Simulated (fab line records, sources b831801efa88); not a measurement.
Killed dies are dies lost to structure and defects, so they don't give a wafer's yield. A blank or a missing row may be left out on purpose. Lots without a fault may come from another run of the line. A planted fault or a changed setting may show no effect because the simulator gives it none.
fab line records | flow sky130
record lots=6 wafers=18 last_day=49
route steps=708 shown METAL1@446 VIA1@458 PAD_OPEN@708
lots that met no fault: from a run of the same line without faults
start_h: hours from the record's first day to the start of the lot's first wafer shown | wait_h: hours since the lot's step before | " the same as in the row above | L1.1+2: a row that stands for several wafers | - no value, or no start given | * or withheld: withheld | < > ~ a bound
route shown NAME@n: a module of which the file shows steps, and the number in the route of the first | usual: mean/standard deviation of fault-free wafers | same: alike in all rows | chamber/n: place in a boat | sites: the reading at each site | _std_site: their standard deviation | _edge_site: outer sites' mean less inner sites' | radius_mm: how far each site lies from the wafer's centre | mask NAME#n: copy n | behind: the tool/chamber that last shaped the wafer | hold: why the lot was held/for how many hours/how that ended | device: the transistor (n, p or np) that didn't switch | end of line: the same wafers' tests at the end of the route | a step without rows: its recipe alone | killed: dies lost to structure and defects at the first sort, not the wafer's yield | map: a wafer's dies, x killed, . not, _ none there
set.NAME: the setting as run; set.NAME@STEP: as run at that earlier step | model.NAME: the simulator's own value behind a step, which no gauge read
lots at some steps of the route; a table a step, a row a wafer
services: from which hour (start_h, from the record's first day; less than 0 if before it) a tool's chamber was out of use, for how many hours, and why
## steps
# step SKY_METAL1_EXPOSE_12
# recipe mask_id=MM1 na=0.8 source_shape=annular sigma_inner=0.55 sigma_outer=0.85 target_cd_nm=140 dose_mj=28
# step SKY_METAL1_PEB_13
# recipe peb_temp_c=withheld peb_time_s=withheld resist=KrF-thick
# step SKY_METAL1_DEVELOP_14
# recipe develop_time_s=60 resist=KrF-thick dev_temp_c=21
# step SKY_METAL1_CD_MEAS_15
# recipe target_cd_nm=140
# usual cd_nm=140.1/1.5
# columns lot.wafer tool chamber start_h wait_h cd_nm
L106.2 cd_sem-01 - 777.76 - 141.0
L106.3 " - " " 143.1
L106.5 " - " " 143.3
L110.1 cd_sem-02 - 807.19 - 139.0
L110.3 " - " " 140.6
L110.6 " - " " 139.2
L114.2 cd_sem-02 - 831.10 - 141.3
L114.4 " - " " 141.5
L114.5 " - " " 141.2
L116.3 cd_sem-02 - 849.23 - 141.3
L116.5 " - " " 143.3
L116.6 " - " " 141.8
L123.1 cd_sem-01 - 892.49 - 138.5
L123.2 " - " " 137.5
L123.5 " - " " 139.4
L125.1 cd_sem-02 - 910.89 - 136.2
L125.2 " - " " 138.4
L125.3 " - " " 137.5
# step SKY_METAL1_OVL_MEAS_16
# usual METAL1_OVL=2/5.9
# columns lot.wafer tool chamber start_h wait_h METAL1_OVL[nm]
L106.2 overlay-01 - 777.87 0.1 10
L106.3 " - " " 3
L106.5 " - " " 4
L110.1 overlay-02 - 807.31 0.1 -7
L110.3 " - " " 1
L110.6 " - " " -6
L114.2 overlay-02 - 831.20 0.1 4
L114.4 " - " " 2
L114.5 " - " " -3
L116.3 overlay-01 - 849.32 0.1 5
L116.5 " - " " 4
L116.6 " - " " -3
L123.1 overlay-01 - 892.61 0.1 0
L123.2 " - " " -13
L123.5 " - " " -5
L125.1 overlay-01 - 911.01 0.1 8
L125.2 " - " " 1
L125.3 " - " " 15
# step SKY_METAL1_DESCUM_17
# recipe chemistry=O2 source_power_w=150 bias_power_w=0 pressure_mtorr=10 temp_c=40 time_s=8
# usual drypump_motor_current_A=5.8/0.43 oes_product_au=0.995/0.0096 rf_fwd_power_W=146.9/0.56
# columns lot.wafer tool chamber start_h wait_h drypump_motor_current_A oes_product_au rf_fwd_power_W rf_hours_counter_h
L106.2 rie_metal-01 1 777.90 0.0 5.6 0.989 147.4 14
L106.3 " 1 " " 5.6 0.996 147.5 -
L106.5 " 0 " " 5.5 0.994 146.7 -
L110.1 rie_metal-04 0 807.35 0.0 6.5 0.997 147.6 12
L110.3 " 1 " " 6.0 1.000 146.3 -
L110.6 " 0 " " 6.5 0.994 147.3 -
L114.2 rie_metal-02 1 831.23 0.0 5.8 1.000 146.8 16
L114.4 " 1 " " 5.8 1.011 147.0 -
L114.5 " 0 " " 5.1 1.011 146.5 -
L116.3 rie_metal-01 0 849.36 0.0 5.5 0.993 147.2 -
L116.5 " 1 " " 5.6 0.979 147.7 -
L116.6 " 0 " " 5.5 0.994 146.5 -
L123.1 rie_metal-02 0 892.65 0.0 5.2 0.992 147.1 6
L123.2 " 1 " " 5.8 1.001 147.2 0
L123.5 " 1 " " 5.8 0.997 147.8 -
L125.1 rie_metal-01 1 911.05 0.0 5.6 0.986 146.9 3
L125.2 " 0 " " 5.5 0.998 146.3 7
L125.3 " 1 " " 5.6 0.986 147.0 -
# step SKY_METAL1_ETCH_18
# recipe chemistry=N2/H2 target=BARC ion_energy_ev=200 bias_w=100 pressure_mtorr=30 n2_flow_sccm=100 h2_flow_sccm=200 icp_w=500 stop_on=SiO2 time_s=45.9 target_depth_a=600
# usual drypump_motor_current_A=5.8/0.43 n2_flow_sccm=99.9/0.31 oes_product_au=0.855/0.0045 rf_fwd_power_W=494.5/1.5 throttle_valve_pct=13.226/0.009
# columns lot.wafer tool chamber start_h wait_h drypump_motor_current_A n2_flow_sccm oes_product_au rf_fwd_power_W rf_hours_counter_h throttle_valve_pct
L106.2 rie_metal-01 1 777.93 0.0 5.6 100.2 0.847 494.9 14 13.212
L106.3 " 1 " " 5.6 100.2 0.855 495.1 - 13.222
L106.5 " 0 " " 5.5 99.8 0.857 492.5 - 13.235
L110.1 rie_metal-04 0 807.38 0.0 6.5 100.0 0.852 493.3 12 13.249
L110.3 " 1 " " 6.0 99.9 0.855 494.5 - 13.224
L110.6 " 0 " " 6.5 100.1 0.858 496.1 - 13.240
L114.2 rie_metal-02 1 831.26 0.0 5.8 100.2 0.854 495.0 16 13.237
L114.4 " 1 " " 5.8 100.4 0.858 496.3 - 13.231
L114.5 " 0 " " 5.2 99.8 0.847 495.2 - 13.220
L116.3 rie_metal-01 0 849.40 0.0 5.5 99.5 0.860 496.0 - 13.219
L116.5 " 1 " " 5.6 99.7 0.861 493.6 - 13.219
L116.6 " 0 " " 5.5 99.6 0.859 496.4 - 13.207
L123.1 rie_metal-02 0 892.68 0.0 5.2 99.6 0.859 494.3 6 13.215
L123.2 " 1 " " 5.8 100.2 0.855 491.8 0 13.216
L123.5 " 1 " " 5.8 99.7 0.853 493.6 - 13.227
L125.1 rie_metal-01 1 911.08 0.0 5.6 99.9 0.855 494.3 3 13.241
L125.2 " 0 " " 5.6 100.2 0.856 492.9 7 13.224
L125.3 " 1 " " 5.6 100.2 0.856 495.4 - 13.232
# step SKY_METAL1_METAL_ETCH_19
# recipe target_depth_a=3600 stop_on=SiO2 over_etch_frac=0.3 time_s=78 chemistry=Cl2/BCl3 resist_sidewall_deg=88 pressure_mtorr=10 icp_w=900 bias_w=48.5 Cl2_flow_sccm=60 bcl3_flow_sccm=30
# usual drypump_motor_current_A=5.8/0.43 oes_product_au=0.855/0.0061 rf_fwd_power_W=893.1/2.5 throttle_valve_pct=22.264/0.0089
# columns lot.wafer tool chamber start_h wait_h drypump_motor_current_A oes_product_au rf_fwd_power_W rf_hours_counter_h throttle_valve_pct
L106.2 rie_metal-01 1 777.99 0.0 5.6 0.865 891.6 14 22.273
L106.3 " 1 " " 5.6 0.848 894.2 - 22.269
L106.5 " 0 " " 5.5 0.861 895.5 - 22.259
L110.1 rie_metal-04 0 807.44 0.0 6.5 0.865 892.3 12 22.265
L110.3 " 1 " " 6.0 0.854 895.3 - 22.279
L110.6 " 0 " " 6.5 0.861 895.4 - 22.268
L114.2 rie_metal-02 1 831.33 0.0 5.8 0.846 893.8 16 22.261
L114.4 " 1 " " 5.8 0.848 892.8 - 22.270
L114.5 " 0 " " 5.1 0.853 893.4 - 22.254
L116.3 rie_metal-01 0 849.47 0.1 5.5 0.856 891.4 - 22.258
L116.5 " 1 " " 5.6 0.859 892.8 - 22.271
L116.6 " 0 " " 5.5 0.856 891.5 - 22.264
L123.1 rie_metal-02 0 892.74 0.0 5.2 0.844 891.3 6 22.257
L123.2 " 1 " " 5.8 0.858 895.7 0 22.255
L123.5 " 1 " " 5.8 0.857 899.5 - 22.262
L125.1 rie_metal-01 1 911.14 0.0 5.6 0.845 893.6 3 22.276
L125.2 " 0 " " 5.5 0.854 893.0 7 22.250
L125.3 " 1 " " 5.6 0.854 894.7 - 22.267
# step SKY_METAL1_STRIP_20
# recipe chemistry=O2/N2 power_w=1400 pressure_mtorr=1500 platen_temp_c=withheld o2_flow_sccm=3000 n2_flow_sccm=300 overash_fraction=0.5
# usual drypump_motor_current_A=5.4/0.4 n2_flow_sccm=300.0/1 o2_flow_sccm=3001/8.8 oes_product_au=0.344/0.0047 strip_time_to_endpoint_s=2.72/0.048
# same overash_fraction=0.5
# columns lot.wafer tool chamber start_h wait_h drypump_motor_current_A n2_flow_sccm o2_flow_sccm oes_product_au rf_hours_counter_h strip_time_to_endpoint_s
L106.2 plasma_asher-01 1 778.08 0.1 5.3 298.4 2999 0.345 3 2.76
L106.3 " 1 " " 5.3 299.4 2995 0.348 - 2.78
L106.5 " 1 " " 5.3 298.0 3000 0.346 - 2.77
L110.1 plasma_asher-04 0 807.53 0.1 5.5 300.6 2997 0.345 70 2.69
L110.3 " 1 " " 4.9 301.0 3013 0.344 - 2.67
L110.6 " 1 " " 4.9 299.9 3000 0.345 - 2.70
L114.2 plasma_asher-04 1 831.42 0.1 4.9 301.1 2993 0.345 73 2.65
L114.4 " 1 " " 4.9 300.8 3001 0.341 - 2.63
L114.5 " 1 " " 4.9 302.4 2993 0.345 - 2.66
L116.3 plasma_asher-04 1 849.57 0.1 4.9 300.9 2998 0.345 - 2.75
L116.5 " 0 " " 5.5 299.6 3017 0.352 - 2.80
L116.6 " 1 " " 4.9 300.0 2997 0.341 - 2.72
L123.1 plasma_asher-03 0 892.83 0.1 5.3 301.1 3003 0.339 107 2.73
L123.2 " 1 " " 6.2 300.9 3003 0.342 107 2.72
L123.5 " 0 " " 5.3 300.4 2990 0.345 - 2.74
L125.1 plasma_asher-03 1 911.23 0.1 6.2 298.7 2985 0.350 109 2.82
L125.2 " 0 " " 5.3 297.9 2992 0.354 109 2.77
L125.3 " 1 " " 6.2 298.8 2983 0.340 - 2.84
# step SKY_METAL1_STRIP_21
# recipe chemistry=post_etch_residue_remover time_s=1200 temp_c=72.5
# step SKY_METAL1_CLEAN_22
# recipe chemistry=IPA time_s=180 temp_c=25
# step SKY_METAL1_CLEAN_23
# recipe chemistry=O3/DIW dry=n2_spin
# step SKY_VIA1_HDPCVD_00
# recipe material=SiO2 target_thk_nm=1030 sigma_open_frac=0.3 time_s=171.7 temp_c=400 sih4_flow_sccm=60 pressure_mtorr=6
# usual run_length_s=200.0/0.39
# columns lot.wafer tool chamber start_h wait_h run_length_s model.SiO2_of_VIA1_HDPCVD_00.thk_nm
L106.2 hdpcvd-01 0 778.68 0.0 200.1 1045
L106.3 " 1 " " 200.5 1042
L106.5 " 0 " " 200.0 1030
L110.1 hdpcvd-01 1 808.13 0.0 206.1 1064
L110.3 " 0 " " 206.3 1058
L110.6 " 2 " " 206.1 1048
L114.2 hdpcvd-01 2 832.01 0.0 206.6 1064
L114.4 " 2 " " 207.0 1067
L114.5 " 1 " " 206.3 1075
L116.3 hdpcvd-02 2 850.18 0.1 199.7 1023
L116.5 " 2 " " 200.2 1018
L116.6 " 1 " " 200.7 1026
L123.1 hdpcvd-02 1 893.43 0.0 200.3 1025
L123.2 " 0 " " 199.9 1027
L123.5 " 2 " " 200.0 1024
L125.1 hdpcvd-02 1 911.83 0.0 200.6 1046
L125.2 " 2 " " 199.8 1034
L125.3 " 0 " " 199.2 1040
# step SKY_VIA1_THK_MEAS_01
# recipe reads=SiO2_of_VIA1_HDPCVD_00
# usual VIA1_HDPCVD_THK=1029/11
# columns lot.wafer tool chamber start_h wait_h VIA1_HDPCVD_THK[nm]
L106.2 film_metro-02 - 778.80 0.1 1045
L106.3 " - " " 1043
L106.5 " - " " 1030
L110.1 film_metro-03 - 808.24 0.1 1064
L110.3 " - " " 1057
L110.6 " - " " 1048
L114.2 film_metro-02 - 832.14 0.1 1064
L114.4 " - " " 1066
L114.5 " - " " 1074
L116.3 film_metro-02 - 850.31 0.1 1023
L116.5 " - " " 1018
L116.6 " - " " 1027
L123.1 film_metro-01 - 893.54 0.1 1024
L123.2 " - " " 1027
L123.5 " - " " 1024
L125.1 film_metro-02 - 911.94 0.1 1046
L125.2 " - " " 1034
L125.3 " - " " 1039
# step SKY_VIA1_CMP_02
# recipe material=SiO2 down_force_psi=4 platen_rpm=60 pad_velocity_m_s=0.94248
# usual head_pressure_psi=3.999/0.0089 motor_current_A=11.6/1.2 slurry_filter_dp_kPa=13.51/0.14
# columns lot.wafer tool chamber start_h wait_h head_pressure_psi motor_current_A slurry_filter_dp_kPa
L106.2 cmp-02 1 778.85 0.0 4.008 11.2 13.40
L106.3 " 3 " " 4.011 11.5 13.51
L106.5 " 2 " " 4.010 12.6 13.45
L110.1 cmp-01 0 808.40 0.1 4.006 9.2 13.35
L110.3 " 1 " " 3.999 12.2 13.26
L110.6 " 2 " " 4.002 12.4 13.45
L114.4 cmp-02 1 832.19 0.0 4.009 10.6 13.26
L114.2 " 0 " " 3.989 10.3 13.61
L114.5 " 2 " " 3.992 13.0 13.47
L116.3 cmp-02 1 850.50 0.2 4.006 11.0 13.51
L116.6 " 2 " " 4.000 12.8 13.49
L116.5 " 3 " " 4.001 11.0 13.64
L123.2 cmp-01 3 893.65 0.1 4.017 13.0 13.43
L123.1 " 1 " " 3.996 12.4 13.45
L123.5 " 2 " " 4.002 12.7 13.52
L125.2 cmp-02 3 912.05 0.1 4.016 10.7 13.55
L125.3 " 0 " " 3.997 10.3 13.59
L125.1 " 1 " " 3.993 10.7 13.60
# step SKY_PAD_OPEN_PROBE_99
# usual defect_limited_yield=82.5/2.1 killed_at_M0_to_M3=44/7.3 killed_at_M4_up=3.4/1.8 killed_at_contacts=24/5.8 killed_at_front_end=15/4.9 killed_at_other=0.4/0.63 killed_dies=86/11 killed_open=47/8 killed_short=39/6.5 sort_bin_3_pad_short=0.9/0.38 sort_bin_5_function=10.4/1.6 sort_bin_6_memory=6.2/1.2 sort_n_pass=406/11 sort_yield_pct=82.5/2.1
# same gross_dies=492 killed_at_back_side=0 sort_bin_4_leakage[%]=0 sort_bin_8_speed[%]=0
# columns lot.wafer tool chamber start_h wait_h defect_limited_yield[%] killed_at_M0_to_M3 killed_at_M4_up killed_at_contacts killed_at_front_end killed_at_other killed_dies killed_open killed_short sort_bin_3_pad_short[%] sort_bin_5_function[%] sort_bin_6_memory[%] sort_n_pass sort_yield_pct[%]
L123.1 prober-01 - 1170.89 0.1 84.3 44 1 18 14 0 77 39 38 0.8 9.1 5.7 415 84.3
L123.2 prober-01 - 1170.94 0.1 81.7 45 2 26 16 1 90 47 43 0.8 10.2 7.3 402 81.7
L123.5 prober-01 - 1171.09 0.2 83.3 38 4 20 20 0 82 47 35 0.6 10.8 5.3 410 83.3
# killed by level:class
L123.1 VIA1:geometric_particle:open=8 VIA2:geometric_particle:open=7 FIELD_ISO:geometric_particle:short=6 VIA1:geometric_particle:short=6 METAL1:geometric_particle:short=6 FIELD_ISO:geometric_particle:open=5 LI_CONTACT:geometric_particle:open=4 CONTACT:geometric_particle:short=4
L123.2 VIA1:geometric_particle:open=13 LOCAL_INTERCONNECT:geometric_particle:short=8 CONTACT:geometric_particle:open=6 VIA3:geometric_particle:short=6 VIA2:geometric_particle:open=6 VIA1:geometric_particle:short=5 POLY_GATE:geometric_particle:open=4 LI_CONTACT:geometric_particle:open=4
L123.5 CONTACT:geometric_particle:open=10 VIA1:geometric_particle:open=9 FIELD_ISO:geometric_particle:open=7 VIA3:geometric_particle:open=7 FIELD_ISO:geometric_particle:short=5 METAL1:geometric_particle:short=5 LI_CONTACT:geometric_particle:open=4 METAL2:geometric_particle:short=4
## services
# columns tool chamber start_h hours kind
cmp-02 - 756.33 7.5 pm
cmp-02 - 775.60 3.1 repair
cmp-01 - 793.64 3.1 repair
hdpcvd-01 0 795.22 7.3 repair
plasma_asher-01 - 796.20 19.4 repair
rie_metal-02 - 799.29 3.8 repair
rie_metal-01 - 807.32 14.6 pm
cmp-01 - 813.94 20.4 pm
hdpcvd-02 - 815.68 5.0 repair
rie_metal-04 - 818.39 2.8 pm
hdpcvd-02 0 825.36 33.9 repair
rie_metal-01 0 827.48 1.5 repair
cmp-02 - 846.09 0.5 repair
hdpcvd-02 - 850.73 2.7 repair
cmp-01 - 852.52 1.3 repair
cmp-01 - 861.66 0.2 repair
cmp-02 - 871.81 4.7 pm
cmp-01 - 873.86 0.3 repair
rie_metal-04 0 874.06 3.7 repair
rie_metal-02 - 874.54 2.8 pm
cmp-02 - 880.40 4.4 repair
hdpcvd-01 0 882.76 2.9 repair
hdpcvd-01 - 900.32 3.1 repair
rie_metal-02 - 901.49 0.2 repair
## key
first_sign step=SKY_VIA1_HDPCVD_00 reading=run_length_s direction=up sigmas=17 usual=* struck=*
effect step=SKY_VIA1_THK_MEAS_01 reading=VIA1_HDPCVD_THK direction=up sigmas=2.9 usual=1029 struck=1062
model_effect step=SKY_VIA1_HDPCVD_00 value=SiO2_of_VIA1_HDPCVD_00.thk_nm without=1024 struck=1063
met_at SKY_VIA1_HDPCVD_00
struck_wafers L110.1,L110.3,L110.6,L114.2,L114.4,L114.5
rows_end L114.2,L114.4,L114.5
onset_between 778.68 808.13
fault kind=process_parameter_drift tool=hdpcvd-01 chamber=- onset_h=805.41 steps=SKY_VIA1_HDPCVD_00 channel=time_s offset=* shape=step acts_in=* stated=*
# rows_end: these wafers met a further fault down the route, and their rows from its step on are left out
